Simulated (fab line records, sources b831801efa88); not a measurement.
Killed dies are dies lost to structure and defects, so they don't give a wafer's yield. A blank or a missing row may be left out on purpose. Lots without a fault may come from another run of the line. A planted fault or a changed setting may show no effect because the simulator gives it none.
A struck lot beside a sound one | flow sky130 | 15 steps out of a route of 708
Sound: wafers L838.3, L838.5, L838.6. Struck: wafers L842.1, L842.2, L842.6. The cause comes at the end.
At each step with rows: each side's tool, then ch and its chambers, then its first start. Under that, the readings that differ: sound wafers | struck wafers | difference of the means | sigmas: that difference in standard deviations of wafers without a fault.
alike: readings whose means differ by less than 2 such deviations, and words and numbers that are the same on both sides. not compared: withheld readings, readings that some wafer has no value for, bounds like >300 that may hide the same value, and numbers for which the record gives no deviation and whose values overlap.
The two part at a step that has a row with sigmas, a row that says differs or no value, or rows on one side only. Numbers that don't overlap but have no deviation are shown without sigmas and don't part them. A reading that every wafer of one side lacks parts them only if that side has two wafers or more.

first, 5 steps without rows for these wafers: SKY_VIA4_COAT_06 (resist thk 1140 nm); SKY_VIA4_SOFTBAKE_07 (time 60 s); SKY_VIA4_EXPOSE_08 (exposes mask VIM4, target cd 800 nm); SKY_VIA4_PEB_09; SKY_VIA4_DEVELOP_10 (develop time 60 s).
SKY_VIA4_OVL_MEAS_11:
  sound on overlay-01, day 43 09:09; struck on overlay-02, day 44 20:59
  alike: VIA4_OVL
SKY_VIA4_ETCH_12: etches SiO2 in C4F8/O2/Ar, stops on TiN, target depth 580 nm.
  sound on rie_diel-02 ch 0,3, day 43 09:10; struck on rie_diel-02 ch 0,3, day 44 21:01
  alike: oes_product_au
SKY_VIA4_STRIP_13: strips in O2/N2.
  sound on plasma_asher-02 ch 0,1, day 43 09:17; struck on plasma_asher-02 ch 0,1, day 44 21:05
  alike: drypump_motor_current_A, oes_product_au, strip_time_to_endpoint_s
  not compared: rf_hours_counter_h
then, 3 steps without rows for these wafers: SKY_VIA4_STRIP_14 (strips in post etch residue remover, time 1200 s); SKY_VIA4_CLEAN_15 (cleans in IPA, time 180 s); SKY_VIA4_CLEAN_16 (cleans in O3/DIW).
SKY_VIA4_SPUTTER_17: material TiN, target thk 20 nm, time 80 s.
  sound on pvd_sputter-04, day 43 09:52; struck on pvd_sputter-03, day 44 21:43
  alike: throttle_valve_pct
SKY_VIA4_CVD_18: deposits W, target thk 505 nm, time 152.14 s.
  sound on cvd_w-02 ch 0,1, day 43 09:59; struck on cvd_w-02 ch 0,1, day 44 22:05
  alike: heater_power_w
SKY_VIA4_RS_MEAS_19: measures by four-point-probe.
  sound on film_metro-01, day 43 10:08; struck on film_metro-02, day 44 22:38
  reading            | sound                | struck               | difference | sigmas
  VIA4_W_RS (ohm/sq) | 0.2291 0.2269 0.2298 | 0.1105 0.1135 0.1106 | -0.1171    | -56
then, 1 step without rows for these wafers: SKY_PAD_OPEN_PROBE_99.

WHERE THEY PART
Only at SKY_VIA4_RS_MEAS_19, within this record.

WHY: what the simulator had put in
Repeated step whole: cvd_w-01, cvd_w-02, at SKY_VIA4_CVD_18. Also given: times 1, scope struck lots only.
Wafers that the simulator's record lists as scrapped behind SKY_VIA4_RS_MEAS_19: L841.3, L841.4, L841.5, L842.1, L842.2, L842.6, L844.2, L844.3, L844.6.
